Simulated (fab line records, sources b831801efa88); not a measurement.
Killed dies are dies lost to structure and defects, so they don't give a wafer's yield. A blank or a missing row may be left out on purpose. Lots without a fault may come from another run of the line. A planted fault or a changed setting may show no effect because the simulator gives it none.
fab line records | flow sky130
record lots=4 wafers=12 last_day=49
route steps=708 shown POLY_CUT@317 SD_P@320 RES_XHIGH@332 SD_N@342 PAD_OPEN@708
lots that met no fault: from a run of the same line without faults
start_h: hours from the record's first day to the start of the lot's first wafer shown | wait_h: hours since the lot's step before | " the same as in the row above | L1.1+2: a row that stands for several wafers | - no value, or no start given | * or withheld: withheld | < > ~ a bound
route shown NAME@n: a module of which the file shows steps, and the number in the route of the first | usual: mean/standard deviation of fault-free wafers | same: alike in all rows | chamber/n: place in a boat | sites: the reading at each site | _std_site: their standard deviation | _edge_site: outer sites' mean less inner sites' | radius_mm: how far each site lies from the wafer's centre | mask NAME#n: copy n | behind: the tool/chamber that last shaped the wafer | hold: why the lot was held/for how many hours/how that ended | device: the transistor (n, p or np) that didn't switch | end of line: the same wafers' tests at the end of the route | a step without rows: its recipe alone | killed: dies lost to structure and defects at the first sort, not the wafer's yield | map: a wafer's dies, x killed, . not, _ none there
set.NAME: the setting as run; set.NAME@STEP: as run at that earlier step | model.NAME: the simulator's own value behind a step, which no gauge read
lots at some steps of the route; a table a step, a row a wafer
services: from which hour (start_h, from the record's first day; less than 0 if before it) a tool's chamber was out of use, for how many hours, and why
## steps
# step SKY_POLY_CUT_ETCH_10
# recipe chemistry=N2/H2 target=BARC ion_energy_ev=200 source_w=500 bias_w=100 pressure_mtorr=30 n2_flow_sccm=100 h2_flow_sccm=200 stop_on=SiO2 time_s=45.9 target_depth_a=600
# step SKY_POLY_CUT_ETCH_11
# recipe target=Si3N4 chemistry=CF4/CH2F2/Ar stop_on=poly-Si source_w=600 bias_w=150 pressure_mtorr=40 cf4_flow_sccm=40 ch2f2_flow_sccm=20 Ar_flow_sccm=150 time_s=42.5 target_depth_a=600
# step SKY_POLY_CUT_STRIP_12
# recipe chemistry=O2/N2 power_w=1400 pressure_mtorr=1500 platen_temp_c=withheld o2_flow_sccm=3000 n2_flow_sccm=300 overash_fraction=0.5
# step SKY_SD_P_DEHYDRATE_00
# recipe temp_c=200 time_s=60
# step SKY_SD_P_HMDS_01
# recipe prime_time_s=60 prime_temp_c=120
# step SKY_SD_P_COAT_02
# recipe resist=NOVOLAK spin_rpm=3000 resist_thk_nm=1140
# step SKY_SD_P_SOFTBAKE_03
# recipe temp_c=90 time_s=60 resist=NOVOLAK
# step SKY_SD_P_EXPOSE_04
# recipe mask_id=PSDM na=0.6 source_shape=conventional sigma_outer=0.6 polarization=unpolarized target_cd_nm=380 dose_mj=138
# step SKY_SD_P_PEB_05
# recipe temp_c=withheld time_s=* resist=NOVOLAK
# step SKY_SD_P_DEVELOP_06
# recipe resist=NOVOLAK developer=TMAH develop_time_s=60 dev_temp_c=23
# step SKY_SD_P_IMPLANT_09
# recipe species=BF2 energy_kev=20 dose_cm2=3e+15 tilt_deg=0
# usual beam_energy_keV=20.000/0.0066
# columns lot.wafer tool chamber start_h wait_h beam_energy_keV model.implant.rp_nm model.implant.drp_nm
L696.3 implanter-01 0 699.62 0.1 19.993 17.74 9.746
L696.4 " 0 " " 19.993 17.74 9.746
L696.6 " 0 " " 19.992 17.74 9.746
L698.1 implanter-01 0 706.41 0.0 18.758 17.04 9.319
L698.3 " 0 " " 18.756 17.04 9.319
L698.4 " 0 " " 18.765 17.04 9.319
L701.1 implanter-01 0 717.31 0.0 18.760 16.66 9.319
L701.2 " 0 " " 18.771 16.66 9.319
L701.3 " 0 " " 18.777 16.66 9.319
L703.2 implanter-03 0 735.80 0.0 20.002 17.81 9.746
L703.3 " 0 " " 20.001 17.81 9.746
L703.4 " 0 " " 20.001 17.81 9.746
# step SKY_SD_P_STRIP_10
# recipe chemistry=O2/N2 power_w=1400 pressure_mtorr=1500 platen_temp_c=withheld o2_flow_sccm=3000 n2_flow_sccm=300 overash_fraction=0.5
# usual drypump_motor_current_A=5.9/0.4 n2_flow_sccm=299.9/0.84 oes_product_au=0.617/0.0049 strip_time_to_endpoint_s=17.49/0.035
# columns lot.wafer tool chamber start_h wait_h drypump_motor_current_A n2_flow_sccm oes_product_au rf_hours_counter_h strip_time_to_endpoint_s
L696.3 plasma_asher-04 1 699.76 0.1 6.2 299.2 0.622 - 17.49
L696.4 " 0 " " 6.0 299.0 0.623 - 17.51
L696.6 " 0 " " 6.0 298.8 0.615 - 17.48
L698.1 plasma_asher-02 0 706.56 0.1 5.5 299.7 0.627 86 17.33
L698.3 " 1 " " 6.2 299.8 0.623 - 17.36
L698.4 " 0 " " 5.6 298.6 0.622 - 17.37
L701.1 plasma_asher-04 1 717.46 0.1 6.1 300.1 0.631 20 17.34
L701.2 " 0 " " 6.0 300.0 0.621 20 17.30
L701.3 " 0 " " 6.0 299.0 0.615 - 17.31
L703.2 plasma_asher-02 1 735.92 0.1 6.2 301.0 0.618 89 17.47
L703.3 " 1 " " 6.2 301.2 0.617 - 17.48
L703.4 " 0 " " 5.5 300.3 0.615 - 17.51
# step SKY_RES_XHIGH_DEHYDRATE_00
# recipe temp_c=200 time_s=60
# step SKY_RES_XHIGH_HMDS_01
# recipe prime_time_s=60 prime_temp_c=120
# step SKY_RES_XHIGH_COAT_02
# recipe resist=NOVOLAK spin_rpm=3000 resist_thk_nm=1140
# step SKY_RES_XHIGH_SOFTBAKE_03
# recipe temp_c=90 time_s=60 resist=NOVOLAK
# step SKY_RES_XHIGH_EXPOSE_04
# recipe mask_id=URPM na=0.6 source_shape=conventional sigma_outer=0.6 polarization=unpolarized target_cd_nm=1270 dose_mj=140
# step SKY_RES_XHIGH_PEB_05
# recipe temp_c=withheld time_s=* resist=NOVOLAK
# step SKY_RES_XHIGH_DEVELOP_06
# recipe resist=NOVOLAK developer=TMAH develop_time_s=60 dev_temp_c=23
# step SKY_RES_XHIGH_IMPLANT_07
# recipe species=BF2 energy_kev=20 dose_cm2=3.6e+14 tilt_deg=0
# step SKY_RES_XHIGH_STRIP_08
# recipe chemistry=O2/N2 power_w=1400 pressure_mtorr=1500 platen_temp_c=withheld o2_flow_sccm=3000 n2_flow_sccm=300 overash_fraction=0.5
# step SKY_SD_N_DEHYDRATE_00
# recipe temp_c=200 time_s=60
# step SKY_SD_N_HMDS_01
# recipe prime_time_s=60 prime_temp_c=120
# step SKY_SD_N_COAT_02
# recipe resist=NOVOLAK spin_rpm=3000 resist_thk_nm=1140
# step SKY_SD_N_SOFTBAKE_03
# recipe temp_c=90 time_s=60 resist=NOVOLAK
# step SKY_SD_N_EXPOSE_04
# recipe mask_id=NSDM na=0.6 source_shape=conventional sigma_outer=0.6 polarization=unpolarized target_cd_nm=380 dose_mj=141
# step SKY_SD_N_PEB_05
# recipe temp_c=withheld time_s=* resist=NOVOLAK
# step SKY_SD_N_DEVELOP_06
# recipe resist=NOVOLAK developer=TMAH develop_time_s=60 dev_temp_c=23
# step SKY_SD_N_IMPLANT_09
# recipe species=As energy_kev=50 dose_cm2=4e+15 tilt_deg=0
# step SKY_SD_N_IMPLANT_10
# recipe species=P energy_kev=20 dose_cm2=1e+14 tilt_deg=0
# step SKY_SD_N_STRIP_11
# recipe chemistry=O2/N2 power_w=1400 pressure_mtorr=1500 platen_temp_c=withheld o2_flow_sccm=3000 n2_flow_sccm=300 overash_fraction=0.5
# step SKY_SD_N_CLEAN_13
# recipe chemistry=SC1/SC2 mix=1:4:20 temp_c=70 time_s=150 dry=n2_spin
# step SKY_SD_N_RTA_14
# recipe temp_c=1075 time_s=2 idle_temp_c=650 ramp_up_c_per_s=150 ramp_down_c_per_s=90 ambient=N2
# step SKY_SD_N_RS_MEAS_17
# recipe thk_meas_gauge=four-point-probe
# usual SD_P_RS=147.0/0.48
# columns lot.wafer tool chamber start_h wait_h SD_P_RS[ohm/sq]
L696.3 film_metro-02 - 756.26 0.1 146.3
L696.4 " - " " 146.9
L696.6 " - " " 146.4
L698.1 film_metro-04 - 762.12 0.1 151.6
L698.3 " - " " 152.0
L698.4 " - " " 151.6
L701.1 film_metro-01 - 771.93 0.1 151.7
L701.2 " - " " 151.0
L701.3 " - " " 151.4
L703.2 film_metro-02 - 790.59 0.1 146.1
L703.3 " - " " 146.4
L703.4 " - " " 146.5
# step SKY_PAD_OPEN_PROBE_99
# usual killed_at_M0_to_M3=43/6.5 killed_at_M4_up=3/1.7 killed_at_contacts=25/5.1 killed_at_front_end=15/3.8 killed_at_other=0.2/0.45 killed_dies=86/8.8 killed_open=47/6.7 killed_short=39/6
# same gross_dies=492 killed_at_back_side=0
# columns lot.wafer tool chamber start_h wait_h killed_at_M0_to_M3 killed_at_M4_up killed_at_contacts killed_at_front_end killed_at_other killed_dies killed_open killed_short model.etest.res_pdiff_hv.rs_ohm_sq model.etest.res_pdiff.rs_ohm_sq
L696.3 prober-01 - 1155.09 0.2 46 5 39 17 2 109 63 46 187.3 193.4
L696.4 prober-01 - 1155.14 0.2 50 3 26 14 0 93 53 40 189.1 195.1
L696.6 prober-01 - 1155.24 0.2 44 7 31 11 1 94 52 42 186.8 193.3
L698.1 prober-01 - 1160.84 0.1 51 1 29 16 0 97 51 46 191.2 198.2
L698.3 prober-01 - 1160.94 0.2 42 6 16 13 0 77 42 35 191.4 198.3
L698.4 prober-01 - 1160.99 0.2 53 3 26 14 0 96 53 43 191.4 196.9
L701.1 prober-01 - 1166.86 0.1 49 2 14 13 0 78 44 34 194.9 199.9
L701.2 prober-01 - 1166.91 0.1 46 2 25 13 0 86 55 31 195.5 200.7
L701.3 prober-01 - 1166.96 0.2 44 4 22 16 0 86 41 45 197.3 200.7
L703.2 prober-02 - 1182.08 0.1 42 2 31 13 0 88 42 46 187.2 193.9
L703.3 prober-02 - 1182.13 0.2 52 4 22 12 0 90 52 38 186.4 195.2
L703.4 prober-02 - 1182.18 0.2 27 5 21 16 0 69 42 27 186.4 194.4
# killed by level:class
L696.3 CONTACT:geometric_particle:open=17 VIA1:geometric_particle:open=11 VIA3:geometric_particle:open=10 LI_CONTACT:geometric_particle:open=9 LOCAL_INTERCONNECT:geometric_particle:short=7 METAL1:geometric_particle:short=6 METAL2:geometric_particle:short=6 FIELD_ISO:geometric_particle:short=5
L696.4 VIA1:geometric_particle:open=14 CONTACT:geometric_particle:open=10 VIA1:geometric_particle:short=8 VIA3:geometric_particle:open=8 LOCAL_INTERCONNECT:geometric_particle:short=5 POLY_GATE:geometric_particle:open=4 CONTACT:geometric_particle:short=4 METAL1:geometric_particle:short=4
L696.6 VIA1:geometric_particle:open=14 CONTACT:geometric_particle:open=8 VIA2:geometric_particle:open=8 LI_CONTACT:geometric_particle:open=7 CONTACT:geometric_particle:short=6 LOCAL_INTERCONNECT:geometric_particle:short=5 METAL4:geometric_particle:short=5 VIA1:geometric_particle:short=4
L698.1 VIA1:geometric_particle:open=14 CONTACT:geometric_particle:open=9 LI_CONTACT:geometric_particle:open=8 VIA1:geometric_particle:short=7 LOCAL_INTERCONNECT:geometric_particle:short=6 VIA2:geometric_particle:open=6 VIA2:geometric_particle:short=6 POLY_GATE:geometric_particle:short=5
L698.3 VIA1:geometric_particle:open=12 VIA2:geometric_particle:open=8 METAL1:geometric_particle:short=6 VIA1:geometric_particle:short=6 METAL4:geometric_particle:short=5 POLY_GATE:geometric_particle:open=4 LI_CONTACT:geometric_particle:open=4 LOCAL_INTERCONNECT:geometric_particle:short=4
L698.4 CONTACT:geometric_particle:open=15 VIA1:geometric_particle:open=9 VIA2:geometric_particle:open=9 METAL1:geometric_particle:short=8 VIA3:geometric_particle:open=7 METAL2:geometric_particle:short=7 LOCAL_INTERCONNECT:geometric_particle:short=5 FIELD_ISO:geometric_particle:short=4
L701.1 VIA3:geometric_particle:open=14 VIA1:geometric_particle:open=6 LI_CONTACT:geometric_particle:open=5 VIA2:geometric_particle:open=5 FIELD_ISO:geometric_particle:open=4 METAL1:geometric_particle:short=4 VIA1:geometric_particle:short=4 METAL3:geometric_particle:short=4
L701.2 VIA3:geometric_particle:open=8 LI_CONTACT:geometric_particle:open=8 CONTACT:geometric_particle:open=8 VIA1:geometric_particle:open=6 VIA2:geometric_particle:open=6 METAL1:geometric_particle:short=5 FIELD_ISO:geometric_particle:open=4 POLY_GATE:geometric_particle:open=4
L701.3 METAL1:geometric_particle:short=8 METAL2:geometric_particle:short=8 VIA2:geometric_particle:open=8 POLY_GATE:geometric_particle:open=7 CONTACT:geometric_particle:open=7 VIA3:geometric_particle:open=6 VIA1:geometric_particle:open=5 LI_CONTACT:geometric_particle:open=4
L703.2 CONTACT:geometric_particle:open=12 VIA1:geometric_particle:open=11 CONTACT:geometric_particle:short=8 LI_CONTACT:geometric_particle:open=7 METAL1:geometric_particle:short=7 VIA1:geometric_particle:short=6 VIA2:geometric_particle:open=5 FIELD_ISO:geometric_particle:short=4
L703.3 VIA1:geometric_particle:open=10 VIA3:geometric_particle:open=9 CONTACT:geometric_particle:open=8 VIA1:geometric_particle:short=8 LI_CONTACT:geometric_particle:open=7 VIA2:geometric_particle:open=7 METAL1:geometric_particle:short=6 FIELD_ISO:geometric_particle:open=3
L703.4 LI_CONTACT:geometric_particle:open=11 VIA1:geometric_particle:open=9 FIELD_ISO:geometric_particle:open=5 FIELD_ISO:geometric_particle:short=5 METAL2:geometric_particle:short=5 CONTACT:geometric_particle:open=4 LOCAL_INTERCONNECT:geometric_particle:short=4 VIA3:geometric_particle:open=4
## services
# columns tool chamber start_h hours kind
plasma_asher-02 - 680.31 1.0 repair
plasma_asher-02 - 693.58 2.8 pm
implanter-03 - 722.31 1.9 repair
## key
first_sign step=SKY_SD_P_IMPLANT_09 reading=beam_energy_keV direction=down sigmas=99+ usual=* struck=*
effect step=SKY_SD_P_STRIP_10 reading=strip_time_to_endpoint_s direction=down sigmas=4.5 usual=* struck=*
effect step=SKY_SD_N_RS_MEAS_17 reading=SD_P_RS direction=up sigmas=9.6 usual=147.0 struck=151.5
model_effect step=SKY_SD_P_IMPLANT_09 value=implant.rp_nm without=17.71 struck=16.85
model_effect step=SKY_PAD_OPEN_PROBE_99 value=etest.res_pdiff_hv.rs_ohm_sq without=188 struck=193.6
met_at SKY_SD_P_IMPLANT_09
struck_wafers L698.1,L698.3,L698.4,L701.1,L701.2,L701.3
tester_left_out L698,L701
onset_between 699.62 706.41
fault kind=process_parameter_drift tool=implanter-01 chamber=- onset_h=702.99 steps=SKY_SD_P_IMPLANT_09 channel=energy_kev offset=* shape=step end_h=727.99 acts_in=* stated=*
# tester_left_out: of these lots the tester's yield and bins aren't shown, on N5 and GAA mostly nor the transistor test; their killed dies are dies lost to structure and defects alone, not to doping, threshold or leakage, so they don't give the yield
